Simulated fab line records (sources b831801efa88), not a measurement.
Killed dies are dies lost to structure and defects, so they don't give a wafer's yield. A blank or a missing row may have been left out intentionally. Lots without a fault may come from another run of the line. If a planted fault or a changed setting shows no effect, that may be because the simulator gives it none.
What tool caused it?    flow gf180mcu    7 lots with 21 wafers sampled at 2 steps, on a route of 602 steps

== WHAT THE GAUGES READ, wafer by wafer ==
GF_VT_IMPLANT_RS_MEAS_46: measurement is done with a four-point probe.
lot   measured      on             MVSD_RS (ohm/sq)
L896  day 8 19:47   film metro-02  457.0 457.4 456.9
L899  day 9 16:07   film metro-03  132.7 132.4 132.8
L901  day 10 05:43  film metro-01  133.1 133.1 133.1
L907  day 12 00:11  film metro-01  456.4 454.9 455.5
L909  day 12 10:46  film metro-02  456.6 456.7 457.3
L911  day 13 01:23  film metro-03  455.4 455.2 454.2
L913  day 13 15:24  film metro-01  458.0 458.4 457.6

== TOOL THAT RAN EACH LOT (tool first, then ch and the chambers of the sampled wafers, then the start) ==
lot   GF_VT_IMPLANT_RTA_45
L896  rtp anneal-01 ch 0, day 8 19:40
L899  rtp anneal-02, day 9 16:00
L901  rtp anneal-01, day 10 05:37
L907  rtp anneal-02 ch 0, day 12 00:05
L909  rtp anneal-01 ch 0, day 12 10:40
L911  rtp anneal-01 ch 0, day 13 01:17
L913  rtp anneal-01 ch 0, day 13 15:18
- GF_VT_IMPLANT_RTA_45: time 30 s.

== THE ANSWER, worked out from the rows above alone ==
Rule: the usual values come from the lots themselves. The widest of any qualifying gaps counts: lots, ordered by their means at a reading, are off when they make up no more than a third of the lots, leave a main group of 4 or more, and stand apart from it by 3 or more times the standard deviation of that group's means. If all means in a main group match to the digits the tables above print for the reading, that group is not used. A lot without any number at a reading at which 4 lots or more have one is off too. Where the step has rows for the other lots, those lots are counted as sound.
Off: at GF_VT_IMPLANT_RS_MEAS_46 (MVSD_RS), L899, L901. The main group: mean 456.5 ohm/sq, standard deviation 1.1.
If a tool, at a process step before that reading, ran all the lots that are off and no sound lot after the first of them, it fits. The gauges at GF_VT_IMPLANT_RS_MEAS_46 are tried like those tools. Not one of the candidates tried fits.

== WHAT HAD BEEN PUT IN BY THE SIMULATOR ==
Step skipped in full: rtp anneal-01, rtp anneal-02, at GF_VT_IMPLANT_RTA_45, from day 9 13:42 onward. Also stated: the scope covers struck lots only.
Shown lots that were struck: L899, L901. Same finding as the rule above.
